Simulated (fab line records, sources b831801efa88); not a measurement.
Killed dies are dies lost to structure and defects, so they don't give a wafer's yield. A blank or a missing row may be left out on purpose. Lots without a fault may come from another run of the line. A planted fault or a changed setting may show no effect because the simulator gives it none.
Which tool did it? | flow sky130 | 11 lots, 33 wafers sampled, at 3 steps of a route of 708

WHAT THE GAUGES READ, wafer by wafer
SKY_VT_ADJUST_PCH_TW_MEAS_10.
lot  | measured     | on            | VT_ADJUST_PCH_TW
L912 | day 10 11:57 | film_metro-03 | 141.1 140.4 141.2
L914 | day 11 04:24 | film_metro-04 | 141.1 141.6 141.7
L916 | day 11 20:45 | film_metro-04 | 141.6 141.6 141.9
L918 | day 12 14:29 | film_metro-04 | 143.2 143.0 143.0
L919 | day 12 14:47 | film_metro-03 | 141.7 141.9 140.9
L920 | day 12 22:40 | film_metro-03 | 141.8 140.9 141.0
L928 | day 15 15:08 | film_metro-04 | 143.7 143.7 143.1
L930 | day 16 04:25 | film_metro-03 | 142.0 141.3 140.6
L933 | day 16 22:15 | film_metro-03 | 141.7 141.4 141.3
L934 | day 17 13:44 | film_metro-03 | 142.3 142.7 142.6
L935 | day 17 21:22 | film_metro-04 | 144.0 143.4 143.8

SKY_SONOS_ONO_THK_MEAS_01.
lot  | measured     | on            | SONOS_ONO_OXIDATION_THK (nm)
L912 | day 11 13:02 | film_metro-02 | 2.50 2.60 2.51
L914 | day 12 05:31 | film_metro-04 | 2.64 2.60 2.55
L916 | day 13 02:01 | film_metro-04 | 2.55 2.56 2.60
L918 | day 13 18:11 | film_metro-01 | 2.57 2.54 2.54
L919 | day 13 18:11 | film_metro-02 | 2.61 2.57 2.71
L920 | day 14 02:31 | film_metro-04 | 2.62 2.55 2.58
L928 | day 16 20:44 | film_metro-02 | 2.53 2.48 2.58
L930 | day 17 11:49 | film_metro-01 | 2.53 2.60 2.63
L933 | day 18 06:54 | film_metro-04 | 2.63 2.66 2.64
L934 | day 19 02:40 | film_metro-01 | 2.60 2.65 2.59
L935 | day 19 07:54 | film_metro-04 | 2.52 2.56 2.49

WHICH TOOL RAN EACH LOT (tool, then ch and the chambers of the sampled wafers, then the start)
lot  | SKY_VT_ADJUST_PCH_STRIP_09
L912 | plasma_asher-04 ch 0,1, day 10 11:50
L914 | plasma_asher-01 ch 0,1, day 11 04:17
L916 | plasma_asher-04 ch 0,1, day 11 20:40
L918 | plasma_asher-04 ch 0,1, day 12 14:23
L919 | plasma_asher-03 ch 0,1, day 12 14:41
L920 | plasma_asher-04 ch 0,1, day 12 22:34
L928 | plasma_asher-03 ch 0,1, day 15 15:02
L930 | plasma_asher-01 ch 0,1, day 16 04:19
L933 | plasma_asher-01 ch 0,1, day 16 22:10
L934 | plasma_asher-04 ch 0,1, day 17 13:38
L935 | plasma_asher-04 ch 0,1, day 17 21:16
- SKY_VT_ADJUST_PCH_STRIP_09: strips in O2/N2.

WHAT THE TOOLS THEMSELVES READ (means of the sampled wafers that have a number; where no wafer has one, the mark that the record gives instead)
SKY_VT_ADJUST_PCH_STRIP_09.
lot  | tool            | drypump_motor_current_A (A) | oes_product_au (a.u.) | strip_time_to_endpoint_s (s)
L912 | plasma_asher-04 | 6.1                         | 0.720                 | 37.04
L914 | plasma_asher-01 | 5.4                         | 0.722                 | 36.76
L916 | plasma_asher-04 | 6.0                         | 0.721                 | 37.10
L918 | plasma_asher-04 | 6.0                         | 0.720                 | 36.87
L919 | plasma_asher-03 | 6.4                         | 0.725                 | 36.96
L920 | plasma_asher-04 | 5.6                         | 0.726                 | 36.93
L928 | plasma_asher-03 | 6.4                         | 0.719                 | 36.75
L930 | plasma_asher-01 | 5.4                         | 0.724                 | 36.91
L933 | plasma_asher-01 | 5.4                         | 0.724                 | 36.96
L934 | plasma_asher-04 | 5.6                         | 0.721                 | 36.89
L935 | plasma_asher-04 | 5.6                         | 0.722                 | 37.10

THE ANSWER, worked out from the rows above alone
Rule: what is usual is taken from the lots themselves. Put in order of their means at a reading, lots are off if they are a third of the lots or fewer, leave a main group of 4 or more, and stand apart from it by a gap of 3 or more times the standard deviation of the main group's means; of several such gaps the widest counts. A main group whose means are all the same, to the digits that the tables above print for the reading, isn't used. A lot without any number at a reading at which 4 lots or more have one is off too. The other lots that the step has rows for count as sound. The gauges are gone through in route order, then the tools' own readings, and for those a lot's mean is taken as printed above. The first step at which some lot is off is used, and at that step the reading that is off furthest; a lot without a number counts as furthest.
No lot is off at any reading shown: from this, nothing can be told.

WHAT THE SIMULATOR HAD PUT IN
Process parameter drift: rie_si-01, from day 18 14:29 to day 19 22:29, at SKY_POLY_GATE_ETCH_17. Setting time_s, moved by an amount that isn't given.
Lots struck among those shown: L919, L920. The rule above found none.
